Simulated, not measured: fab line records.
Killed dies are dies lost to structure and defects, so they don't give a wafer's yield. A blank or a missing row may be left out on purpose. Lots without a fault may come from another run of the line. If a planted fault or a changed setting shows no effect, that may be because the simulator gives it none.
One fault through the eyes of 2 desks    flow gf180mcu    each desk holds nothing but its own numbers, with what lay behind them at the end

## TOOL OWNER'S DESK, pvd-sputter-01
The tool's own readings at GF_M1_SPUTTER_04 (material TiN, target thk 50 nm, time 41.7 s): means of the sampled wafers that have a number, for each lot that ran on this tool. Marked OUT: a lot whose mean sits more than 4 standard deviations from the usual mean, which makes it out of limits; the brackets give that distance.
Columns: A = chamber-pressure-pa at GF_M1_SPUTTER_04, usual 0.4000 Pa; B = throttle-valve-pct at GF_M1_SPUTTER_04, usual 30.2 %
lot   first seen here  A       B
L300  day 20 19:01     0.4003  29.9
L304  day 22 05:21     0.3993  29.8
L305  day 22 13:03     0.3998  30.6
This desk found nothing out of limits on any of the 3 lots.

## FROM THE METROLOGY DESK
Lot by lot, what the gauges showed, no matter which tool ran the lot: averages of those sampled wafers that carry a number. Marked OUT: a lot whose mean sits more than 4 standard deviations from the usual mean, which makes it out of limits; the brackets give that distance. Shown here are 7 of its 9 readings, the ones lying furthest out on some lot.
Columns: A = CONTACT_W_RS at GF_CONTACT_RS_MEAS_25, usual 0.382 ohm/sq; B = CONTACT_W_THK at GF_CONTACT_THK_MEAS_26, usual 301 nm; C = M1_ALCU_RS at GF_M1_RS_MEAS_05, usual 0.0690 ohm/sq; D = M1_ALCU_THK at GF_M1_THK_MEAS_06, usual 448 nm; E = cd-nm at GF_M1_CD_MEAS_14, usual 229.9 nm; F = V1_CVD_00_THK at GF_V1_THK_MEAS_01, usual 601 nm; G = V1_BOW at GF_V1_BOW_MEAS_05, usual 82 um
lot   first seen here  A      B    C       D    E      F    G
L291  day 17 08:23     0.384  301  0.0692  446  229.9  603  81
L300  day 20 18:23     0.372  306  0.0689  448  229.9  609  85
L304  day 22 04:43     0.378  299  0.0696  440  231.5  601  79
L305  day 22 12:25     0.381  304  0.0691  441  231.7  596  77
L309  day 23 12:38     0.387  300  0.0695  443  228.2  599  81
L311  day 24 04:41     0.388  295  0.0678  455  229.2  604  92
This desk found nothing out of limits on any of the 6 lots.

## TAKEN TOGETHER
The tool owner's desk saw nothing out of limits.
Metrology desk: nothing out of limits seen.

## WHAT HAD BEEN PUT IN BY THE SIMULATOR
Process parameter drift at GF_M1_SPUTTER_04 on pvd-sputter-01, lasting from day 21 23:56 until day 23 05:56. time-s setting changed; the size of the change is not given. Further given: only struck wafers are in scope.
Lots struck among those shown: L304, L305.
